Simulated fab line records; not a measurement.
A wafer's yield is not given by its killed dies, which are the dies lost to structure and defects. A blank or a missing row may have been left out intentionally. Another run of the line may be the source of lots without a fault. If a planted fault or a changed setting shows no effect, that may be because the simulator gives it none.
Which tool did it?	flow sky130	13 lots with 37 wafers sampled at 2 steps, on a route of 708 steps

== WHAT THE GAUGES READ, wafer by wafer ==
SKY_CAPM_OVL_MEAS_12.
lot	measured	on	CAPM_OVL (nm)
L269	day 38 09:02	overlay-01	-0.6 -0.9 -1.3
L270	day 38 11:50	overlay-02	-0.7 -0.8 -1.2
L271	day 38 16:47	overlay-02	1.8 -0.5
L273	day 39 10:50	overlay-02	0.2 0.4
L277	day 40 09:53	overlay-02	0.2 -1.3 -1.1
L279	day 40 20:40	overlay-02	0.7 1.2 2.7
L282	day 41 15:41	overlay-01	-1.4 -1.0 -3.0
L283	day 42 08:44	overlay-01	-2.1 -0.7 -2.8
L286	day 42 19:50	overlay-01	-0.5 -2.1 -1.0
L287	day 43 06:41	overlay-02	-0.5 -1.5 -4.3
L288	day 43 14:59	overlay-02	-2.4 0.8 -1.1
L289	day 43 16:56	overlay-02	0.4 0.0 -0.7
L290	day 44 02:15	overlay-01	-1.5 -1.0 -0.3

== WHICH TOOL RAN EACH LOT (tool, then ch and the chambers of the sampled wafers, then the start) ==
lot	SKY_METAL3_SPUTTER_01
L269	pvd_sputter-04, day 37 06:58
L270	pvd_sputter-02, day 37 10:28
L271	pvd_sputter-01, day 37 15:31
L273	pvd_sputter-02, day 38 09:22
L277	pvd_sputter-04, day 39 08:46
L279	pvd_sputter-02, day 39 19:56
L282	pvd_sputter-02, day 40 15:25
L283	pvd_sputter-04, day 41 08:50
L286	pvd_sputter-01, day 41 20:50
L287	pvd_sputter-02, day 42 07:35
L288	pvd_sputter-01, day 42 15:35
L289	pvd_sputter-01, day 42 17:03
L290	pvd_sputter-01, day 43 03:40
- SKY_METAL3_SPUTTER_01: material TiN, target thk 20 nm, time 16.7 s.

== AS READ BY THE TOOLS THEMSELVES (means over the sampled wafers that have a number; for cases with no such wafer, the mark the record gives instead) ==
SKY_METAL3_SPUTTER_01.
lot	tool	throttle_valve_pct (%)
L269	pvd_sputter-04	29.9
L270	pvd_sputter-02	29.7
L271	pvd_sputter-01	29.2
L273	pvd_sputter-02	30.1
L277	pvd_sputter-04	29.4
L279	pvd_sputter-02	29.5
L282	pvd_sputter-02	29.4
L283	pvd_sputter-04	29.5
L286	pvd_sputter-01	30.9
L287	pvd_sputter-02	29.4
L288	pvd_sputter-01	31.2
L289	pvd_sputter-01	31.2
L290	pvd_sputter-01	32.0

== THE ANSWER, worked out from the rows above alone ==
Rule: the usual values come from the lots themselves. The widest of any qualifying gaps counts: lots, ordered by their means at a reading, are off when they make up no more than a third of the lots, leave a main group of 4 or more, and stand apart from it by 3 or more times the standard deviation of that group's means. Not used: any main group whose means are identical at the precision the tables above print for the reading. Also off: a lot with no number at a reading for which 4 or more lots have one. Any other lot the step has rows for is counted as sound. After the gauges, taken in route order, come the tools' own readings; for these a lot's mean is taken, as printed above. The first step at which some lot is off is used, and at that step the reading that is off furthest; a lot without a number counts as furthest.
No lot is off at any reading shown: from this, nothing can be told.

== WHAT THE SIMULATOR PUT IN ==
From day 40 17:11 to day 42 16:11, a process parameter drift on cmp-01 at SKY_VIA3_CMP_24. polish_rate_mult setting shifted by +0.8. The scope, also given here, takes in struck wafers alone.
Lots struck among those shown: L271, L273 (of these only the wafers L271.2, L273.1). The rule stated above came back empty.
